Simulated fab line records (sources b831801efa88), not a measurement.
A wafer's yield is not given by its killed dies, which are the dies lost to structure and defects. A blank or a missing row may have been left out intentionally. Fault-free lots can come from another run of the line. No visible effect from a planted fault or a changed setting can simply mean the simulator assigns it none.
A single fault, viewed from 2 desks -- flow gf180mcu -- each desk has only its own numbers; what lay behind them comes last

== FOR THE TOOL OWNER'S DESK: pvd sputter-02 ==
The tool's own readings at GF_MIM_SPUTTER_08 (material AlCu, target thk 200 nm, time 10.6 s): means of the sampled wafers that have a number, for each lot that ran on this tool. Marked OUT: a lot whose mean sits more than 4 standard deviations from the usual mean, which makes it out of limits; the brackets give that distance.
Columns: A = cathode dc power W at GF_MIM_SPUTTER_08, usual 10600 W; B = chamber pressure pa at GF_MIM_SPUTTER_08, usual 0.4000 Pa; C = throttle valve pct at GF_MIM_SPUTTER_08, usual 30.1 %
lot,first seen here,A,B,C
L215,day 25 06:55,10598,0.4003,29.9
L216,day 25 16:06,10598,0.4006,30.3
L227,day 29 02:00,10599,0.4920 (+99 or more) OUT,27.4
This desk's finding: out of limits on L227; first on L227, day 29 02:00 (chamber pressure pa at GF_MIM_SPUTTER_08). Within limits: L215, L216.

== THE METROLOGY DESK ==
Means of the sampled wafers that have a number, per lot and without regard to the tool the lot ran on: this is what the gauges read. Marked OUT: a lot whose mean sits more than 4 standard deviations from the usual mean, which makes it out of limits; the brackets give that distance.
Columns: A = V4_OVL at GF_V4_OVL_MEAS_15, usual -2 nm; B = V4_W_THK at GF_V4_THK_MEAS_25, usual 348 nm; C = MIM_ALCU_RS at GF_MIM_RS_MEAS_10, usual 0.1600 ohm/sq; D = MIM_ALCU_THK at GF_MIM_THK_MEAS_11, usual 200.6 nm
lot,first seen here,A,B,C,D
L215,day 25 05:08,-2,349,0.1584,202.8
L216,day 25 14:18,-3,346,0.1580,203.0
L218,day 26 06:59,1,345,0.1591,200.7
L219,day 26 08:00,-8,353,0.1617,199.1
L222,day 27 13:15,3,348,0.1592,203.4
L227,day 29 00:15,3,354,0.1688 (+5.2) OUT,191.2 (-4.1) OUT
L229,day 29 09:06,4,352,0.1579,202.9
L230,day 29 17:54,-6,343,0.1598,200.4
L231,day 30 00:53,-7,344,0.1602,200.6
L235,day 31 00:12,-7,347,0.1586,201.5
This desk's result: L227 out of limits, first on L227 (MIM_ALCU_RS at GF_MIM_RS_MEAS_10), day 29 02:03. Within limits: L215, L216, L218, L219, L222, L229, L230, L231, L235.

== BROUGHT TOGETHER ==
At day 29 02:00, on L227, the tool owner's desk was in a position to raise an alarm.
An alarm was possible from the metrology desk at day 29 02:03, on L227.
Of the lots named, all ran GF_MIM_SPUTTER_08 on pvd sputter-02.

== WHAT THE SIMULATOR HAD INSERTED ==
Drift in process parameters on pvd sputter-02 at GF_MIM_SPUTTER_08, starting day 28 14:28. From 0.4, the setting chamber pressure pa moved by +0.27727. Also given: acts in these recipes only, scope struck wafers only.
Struck lots among those shown: L227.
Fault start to first reading out of limits, in hours, per desk: tool owner, 12; metrology, 12.
